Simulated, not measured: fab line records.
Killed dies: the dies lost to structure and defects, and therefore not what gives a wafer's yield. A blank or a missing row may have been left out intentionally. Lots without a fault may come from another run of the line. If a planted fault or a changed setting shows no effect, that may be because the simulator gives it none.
What tool caused it? / flow sky130 / Sampling: 6 lots, 18 wafers, 3 of 708 route steps

## WHAT THE GAUGES SHOWED, per wafer
SKY_VT_ADJUST_LVTN_TW_MEAS_21.
lot=L232; measured=day 9 00:20; on=film-metro-04; VT_ADJUST_LVTN_2_TW=189.1 188.5 187.4
lot=L234; measured=day 9 13:40; on=film-metro-04; VT_ADJUST_LVTN_2_TW=187.3 188.7 188.5
lot=L236; measured=day 9 22:49; on=film-metro-03; VT_ADJUST_LVTN_2_TW=185.3 187.0 187.1
lot=L239; measured=day 11 01:13; on=film-metro-02; VT_ADJUST_LVTN_2_TW=189.8 188.2 189.2
lot=L247; measured=day 13 08:24; on=film-metro-04; VT_ADJUST_LVTN_2_TW=198.5 198.8 199.2
lot=L251; measured=day 14 07:07; on=film-metro-03; VT_ADJUST_LVTN_2_TW=184.8 186.1 185.6

## TOOL THAT RAN EACH LOT (tool first, then ch and the chambers of the sampled wafers, then the start)
lot=L232; SKY_FIELD_ISO_STRIP_16=plasma-asher-02 ch 0,1, day 3 04:04; SKY_VT_ADJUST_LVTN_IMPLANT_19=implanter-04 ch 0, day 9 00:08
lot=L234; SKY_FIELD_ISO_STRIP_16=plasma-asher-02 ch 0,1, day 3 13:42; SKY_VT_ADJUST_LVTN_IMPLANT_19=implanter-01 ch 0, day 9 13:26
lot=L236; SKY_FIELD_ISO_STRIP_16=plasma-asher-03 ch 0,1, day 3 21:51; SKY_VT_ADJUST_LVTN_IMPLANT_19=implanter-02 ch 0, day 9 22:34
lot=L239; SKY_FIELD_ISO_STRIP_16=plasma-asher-02 ch 0,1, day 4 14:54; SKY_VT_ADJUST_LVTN_IMPLANT_19=implanter-01 ch 0, day 11 00:58
lot=L247; SKY_FIELD_ISO_STRIP_16=plasma-asher-03 ch 0,1, day 6 11:29; SKY_VT_ADJUST_LVTN_IMPLANT_19=implanter-01 ch 0, day 13 08:12
lot=L251; SKY_FIELD_ISO_STRIP_16=plasma-asher-04 ch 0,1, day 7 04:10; SKY_VT_ADJUST_LVTN_IMPLANT_19=implanter-04 ch 0, day 14 06:52
- SKY_FIELD_ISO_STRIP_16: strips in O2/N2.
- SKY_VT_ADJUST_LVTN_IMPLANT_19

## THE ANSWER, worked out from the rows above alone
Rule: the lots themselves supply what counts as usual. Put in order of their means at a reading, lots are off if they are a third of the lots or fewer, leave a main group of 4 or more, and stand apart from it by a gap of 3 or more times the standard deviation of the main group's means; of several such gaps the widest counts. If all means in a main group match to the digits the tables above print for the reading, that group is not used. Also off: a lot with no number at a reading for which 4 or more lots have one. Where the step has rows for the other lots, those lots are counted as sound.
Off: at SKY_VT_ADJUST_LVTN_TW_MEAS_21 (VT_ADJUST_LVTN_2_TW), L247. Mean 187.5 and standard deviation 1.3 in the main group.
A tool fits if, at a process step before that reading, it ran every lot that is off, and no sound lot after the first of them. The gauges at SKY_VT_ADJUST_LVTN_TW_MEAS_21 are tried like those tools. Can't be told from this: 3 tools fit, plasma-asher-03 at SKY_FIELD_ISO_STRIP_16, implanter-01 at SKY_VT_ADJUST_LVTN_IMPLANT_19, film-metro-04 at SKY_VT_ADJUST_LVTN_TW_MEAS_21.

## WHAT HAD BEEN PUT IN BY THE SIMULATOR
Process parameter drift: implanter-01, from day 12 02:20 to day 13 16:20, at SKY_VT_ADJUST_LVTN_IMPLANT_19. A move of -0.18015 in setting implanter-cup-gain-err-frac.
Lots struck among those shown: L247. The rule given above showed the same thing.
